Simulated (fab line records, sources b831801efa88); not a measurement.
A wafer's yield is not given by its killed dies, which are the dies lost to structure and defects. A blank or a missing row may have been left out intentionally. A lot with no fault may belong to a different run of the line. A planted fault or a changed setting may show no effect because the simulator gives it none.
Chamber matching | flow sky130 | 4 sister chambers for SKY_VIA1_CMP_24 on cmp-02
The step polishes, stops on SiO2, t overpolish 15 s, target thk 0 nm. 4 wafers are shown with their chamber, then 7 later ones without.

== WAFERS PAIRED WITH THEIR CHAMBERS ==
wafer  | chamber | time-to-endpoint-s (s)
L596.1 | 1       | 61
L596.4 | 2       | 59
L611.2 | 3       | 61
L611.4 | 0       | 65

== WAFERS WITHOUT THEIR CHAMBER ==
wafer  | time-to-endpoint-s (s)
L611.6 | 61
L613.2 | 71
L613.3 | 64
L613.5 | 64
L614.1 | 64
L614.4 | 63
L614.5 | 68

== WHICH CHAMBER EACH ONE RAN IN ==
wafer  | from the rows above               | in truth
L611.6 | can't be placed: 1 or 3 or 2 or 0 | 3
L613.2 | can't be placed: 0 or 1 or 3      | 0
L613.3 | can't be placed: 0 or 1 or 3 or 2 | 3
L613.5 | can't be placed: 0 or 1 or 3 or 2 | 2
L614.1 | can't be placed: 0 or 1 or 3 or 2 | 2
L614.4 | can't be placed: 0 or 1 or 3 or 2 | 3
L614.5 | can't be placed: 0 or 1 or 3      | 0
Placed correctly: 0 of 7. Cannot be placed on the basis of these rows: 7; the candidates contain the true chamber in 7. Wrongly placed: 0.
How it was worked out, from the rows above alone: a wafer's distance from a chamber is the root of the sum, over the readings, of the square of ((its reading less the chamber's mean) divided by the reading's scatter). The wafer belongs to the nearest chamber; if the next one is less than 2 further off, it can't be placed. Each chamber's mean is taken over the wafers shown for it. The scatter (one wafer shown for each chamber): square how far every hidden wafer sits from the nearest shown wafer, average those squares and take the square root.
